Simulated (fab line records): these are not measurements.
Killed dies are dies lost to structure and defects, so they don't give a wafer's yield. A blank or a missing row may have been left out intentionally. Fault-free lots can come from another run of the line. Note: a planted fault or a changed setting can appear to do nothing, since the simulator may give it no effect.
Which tool is to blame? | flow gf180mcu | 12 lots, 36 wafers sampled, at 4 steps of a route of 602

## WHAT THE GAUGES SHOWED, per wafer
GF_M4_THK_MEAS_06: measures by xrf. Usual: M4_ALCU_THK 459 nm, standard deviation 5.3.
lot  | measured     | on            | M4_ALCU_THK (nm) | flag
L590 | day 22 13:17 | film_metro-02 | 460 459 461      |
L591 | day 22 22:49 | film_metro-04 | 456 460 459      |
L595 | day 24 05:52 | film_metro-02 | 464 458 459      |
L596 | day 24 20:25 | film_metro-02 | 468 464 462      |
L598 | day 25 09:41 | film_metro-02 | 463 465 462      |
L599 | day 25 22:38 | film_metro-02 | 458 464 461      |
L600 | day 26 02:14 | film_metro-04 | 465 455 464      |
L601 | day 26 07:40 | film_metro-04 | 456 457 450      |
L607 | day 28 02:43 | film_metro-04 | 454 457 456      |
L609 | day 28 20:36 | film_metro-03 | 468 460 463      |
L612 | day 29 15:59 | film_metro-02 | 462 459 456      |
L613 | day 29 22:49 | film_metro-04 | 454 454 452      |

## TOOL THAT RAN EACH LOT (tool first, then ch and the chambers of the sampled wafers, then the start)
lot  | GF_V3_CMP_26                  | GF_M4_SPUTTER_00             | GF_M4_SPUTTER_04
L590 | cmp-02 ch 0,2, day 22 12:39   | pvd_sputter-01, day 22 12:57 | pvd_sputter-01, day 22 13:08
L591 | cmp-01 ch 0,3, day 22 22:11   | pvd_sputter-02, day 22 22:29 | pvd_sputter-02, day 22 22:40
L595 | cmp-02 ch 0,2,3, day 24 05:13 | pvd_sputter-01, day 24 05:31 | pvd_sputter-01, day 24 05:42
L596 | cmp-02 ch 0,1,2, day 24 19:46 | pvd_sputter-04, day 24 20:04 | pvd_sputter-04, day 24 20:15
L598 | cmp-01 ch 2,3, day 25 09:05   | pvd_sputter-04, day 25 09:20 | pvd_sputter-04, day 25 09:31
L599 | cmp-01 ch 0,1,2, day 25 21:55 | pvd_sputter-01, day 25 22:17 | pvd_sputter-01, day 25 22:28
L600 | cmp-02 ch 2,3, day 26 01:37   | pvd_sputter-04, day 26 01:52 | pvd_sputter-04, day 26 02:04
L601 | cmp-02 ch 0,2,3, day 26 07:06 | pvd_sputter-04, day 26 07:18 | pvd_sputter-04, day 26 07:29
L607 | cmp-01 ch 0,1,2, day 28 02:04 | pvd_sputter-01, day 28 02:22 | pvd_sputter-01, day 28 02:33
L609 | cmp-01 ch 0,3, day 28 19:59   | pvd_sputter-04, day 28 20:14 | pvd_sputter-04, day 28 20:25
L612 | cmp-01 ch 2,3, day 29 15:24   | pvd_sputter-02, day 29 15:39 | pvd_sputter-02, day 29 15:50
L613 | cmp-01 ch 0,3, day 29 22:10   | pvd_sputter-02, day 29 22:28 | pvd_sputter-02, day 29 22:39
- GF_V3_CMP_26: polishes, stops on SiO2, t overpolish 15 s, target thk 0 nm.
- GF_M4_SPUTTER_00: material Ti, target thk 37.5 nm, time 150 s.
- GF_M4_SPUTTER_04: material TiN, target thk 50 nm, time 41.7 s.

## WHAT THE TOOLS THEMSELVES READ (means of the sampled wafers that have a number; where no wafer has one, the mark that the record gives instead)
GF_V3_CMP_26. Usual: head_pressure_psi 3.500 psi, standard deviation 0.008; motor_current_A 11.5 A, standard deviation 1.3; overpolish_run_s 15.000 s, standard deviation 0.009; platen_rpm 60.00 rpm, standard deviation 0.042; time_to_endpoint_s 85 s, standard deviation 3.8.
lot  | tool   | head_pressure_psi (psi) | motor_current_A (A) | overpolish_run_s (s) | platen_rpm (rpm) | time_to_endpoint_s (s) | flag
L590 | cmp-02 | 3.491                   | 9.7                 | 14.997               | 60.03            | 88                     |
L591 | cmp-01 | 3.499                   | 11.8                | 15.002               | 59.99            | 86                     |
L595 | cmp-02 | 3.501                   | 10.6                | 15.001               | 59.96            | 85                     |
L596 | cmp-02 | 3.504                   | 10.7                | 14.990               | 60.01            | 84                     |
L598 | cmp-01 | 3.498                   | 12.7                | 15.002               | 60.01            | 83                     |
L599 | cmp-01 | 3.508                   | 12.1                | 15.001               | 59.98            | 85                     |
L600 | cmp-02 | 3.496                   | 9.9                 | 15.002               | 59.99            | 90                     |
L601 | cmp-02 | 3.509                   | 10.9                | 14.996               | 60.04            | 88                     |
L607 | cmp-01 | 3.503                   | 12.1                | 14.986               | 59.98            | 81                     |
L609 | cmp-01 | 3.499                   | 12.0                | 15.007               | 60.00            | 86                     |
L612 | cmp-01 | 3.510                   | 12.7                | 15.006               | 60.01            | 81                     |
L613 | cmp-01 | 3.489                   | 11.5                | 14.999               | 59.99            | 83                     |

GF_M4_SPUTTER_00. Usual: cathode_dc_power_W 3999.9 W, standard deviation 0.63; chamber_pressure_pa 2.001 Pa, standard deviation 0.0042; throttle_valve_pct 30.0 %, standard deviation 1.2.
lot  | tool           | cathode_dc_power_W (W) | chamber_pressure_pa (Pa) | throttle_valve_pct (%) | flag
L590 | pvd_sputter-01 | 4000.1                 | 2.002                    | 28.9                   |
L591 | pvd_sputter-02 | 3999.8                 | 2.001                    | 30.5                   |
L595 | pvd_sputter-01 | 4000.0                 | 1.997                    | 29.4                   |
L596 | pvd_sputter-04 | 4000.0                 | 2.002                    | 29.2                   |
L598 | pvd_sputter-04 | 4000.1                 | 2.004                    | 30.1                   |
L599 | pvd_sputter-01 | 3999.7                 | 2.001                    | 29.0                   |
L600 | pvd_sputter-04 | 4000.0                 | 2.000                    | 30.0                   |
L601 | pvd_sputter-04 | 3999.9                 | 2.000                    | 30.2                   |
L607 | pvd_sputter-01 | 4000.4                 | 1.996                    | 29.7                   |
L609 | pvd_sputter-04 | 3998.9                 | 2.007                    | 30.2                   |
L612 | pvd_sputter-02 | 3999.7                 | 2.002                    | 30.6                   |
L613 | pvd_sputter-02 | 4000.0                 | 2.001                    | 31.3                   |

GF_M4_SPUTTER_04. Usual: cathode_dc_power_W 6500.3 W, standard deviation 1.1; chamber_pressure_pa 0.4001 Pa, standard deviation 0.00074; throttle_valve_pct 30.0 %, standard deviation 1.2.
lot  | tool           | cathode_dc_power_W (W) | chamber_pressure_pa (Pa) | throttle_valve_pct (%) | flag
L590 | pvd_sputter-01 | 6500.0                 | 0.4008                   | 29.1                   |
L591 | pvd_sputter-02 | 6500.8                 | 0.3998                   | 30.6                   |
L595 | pvd_sputter-01 | 6499.9                 | 0.4003                   | 29.2                   |
L596 | pvd_sputter-04 | 6499.7                 | 0.3999                   | 29.3                   |
L598 | pvd_sputter-04 | 6500.1                 | 0.3998                   | 30.0                   |
L599 | pvd_sputter-01 | 6499.2                 | 0.4008                   | 28.9                   |
L600 | pvd_sputter-04 | 6500.2                 | 0.3999                   | 30.3                   |
L601 | pvd_sputter-04 | 6501.3                 | 0.4000                   | 30.2                   |
L607 | pvd_sputter-01 | 6499.3                 | 0.3994                   | 29.7                   |
L609 | pvd_sputter-04 | 6501.1                 | 0.4136                   | 29.8                   | OFF
L612 | pvd_sputter-02 | 6500.7                 | 0.4008                   | 30.4                   |
L613 | pvd_sputter-02 | 6500.5                 | 0.4001                   | 31.2                   |

## THE ANSWER, worked out from the rows above alone
Rule: a lot is off if the mean of its wafers that have a number lies more than 3 standard deviations from the usual mean. A lot without any number at a reading at which 4 lots or more have one is off too. Where the step has rows for the other lots, those lots are counted as sound. After the gauges, taken in route order, come the tools' own readings; for these a lot's mean is taken, as printed above. The first step at which some lot is off is used, and at that step the reading that is off furthest; a lot without a number counts as furthest.
Off at GF_M4_SPUTTER_04 (chamber_pressure_pa): L609.
A tool fits if, at that step or a process step before it, it ran every lot that is off, and no sound lot after the first of them. One fits: GF_M4_SPUTTER_00 and GF_M4_SPUTTER_04 on pvd_sputter-04. At GF_M4_SPUTTER_00 its last sound lot is L601 (day 26 07:18), its first lot that is off L609 (day 28 20:14): a fault that began between those two fits.
The tool's own readings at GF_M4_SPUTTER_00 bear it out: on the lots that are off they differ by more than 5 times the standard deviation of the sound lots' means. cathode_dc_power_W reads 3998.9 W there against 4000.0 W on the sound lots.

## WHAT THE SIMULATOR PUT IN
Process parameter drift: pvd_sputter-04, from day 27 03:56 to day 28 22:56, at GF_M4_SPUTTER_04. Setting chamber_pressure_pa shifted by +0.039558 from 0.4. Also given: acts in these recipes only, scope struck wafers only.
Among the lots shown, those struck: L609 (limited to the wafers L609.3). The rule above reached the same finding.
